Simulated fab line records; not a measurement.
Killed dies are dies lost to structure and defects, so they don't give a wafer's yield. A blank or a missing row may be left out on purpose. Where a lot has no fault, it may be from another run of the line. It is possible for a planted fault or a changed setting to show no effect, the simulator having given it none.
Chamber matching / flow gf180mcu / GF_V2_CMP_26 on cmp-01 has 4 sister chambers
The step polishes, stops on SiO2, t overpolish 15 s, target thk 0 nm. 4 wafers are shown with their chamber, then 7 later ones without.

WAFERS PAIRED WITH THEIR CHAMBERS
wafer=L532.2; chamber=3; motor-current-A (A)=11.7
wafer=L535.5; chamber=1; motor-current-A (A)=10.5
wafer=L543.3; chamber=2; motor-current-A (A)=10.8
wafer=L543.5; chamber=0; motor-current-A (A)=10.6

WAFERS WHOSE CHAMBER IS MISSING
wafer=L543.6; motor-current-A (A)=11.3
wafer=L550.1; motor-current-A (A)=10.5
wafer=L550.3; motor-current-A (A)=11.2
wafer=L550.5; motor-current-A (A)=11.6
wafer=L552.1; motor-current-A (A)=11.0
wafer=L552.3; motor-current-A (A)=10.5
wafer=L552.5; motor-current-A (A)=11.0

WHICH CHAMBER EACH WENT THROUGH
wafer=L543.6; from the rows above=can't be placed: 3 or 2 or 0 or 1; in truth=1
wafer=L550.1; from the rows above=can't be placed: 1 or 0 or 2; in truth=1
wafer=L550.3; from the rows above=can't be placed: 2 or 3 or 0 or 1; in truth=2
wafer=L550.5; from the rows above=3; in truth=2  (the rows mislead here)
wafer=L552.1; from the rows above=can't be placed: 2 or 0 or 1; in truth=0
wafer=L552.3; from the rows above=can't be placed: 1 or 0 or 2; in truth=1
wafer=L552.5; from the rows above=can't be placed: 2 or 0 or 1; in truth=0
0 of 7 placed correctly. Not placeable from these rows: 6 (in 6, the candidates include the true chamber). Wrongly placed: 1.
How it was worked out, from the rows above alone: a wafer's distance from a chamber is the root of the sum, over the readings, of the square of ((its reading less the chamber's mean) divided by the reading's scatter). If the next closest chamber is less than 2 further off than the closest, the wafer can't be placed; otherwise it belongs to the closest. A chamber's mean is the mean of its shown wafers. The scatter: root of mean squared gap, hidden wafer to nearest shown wafer, with one shown wafer a chamber.
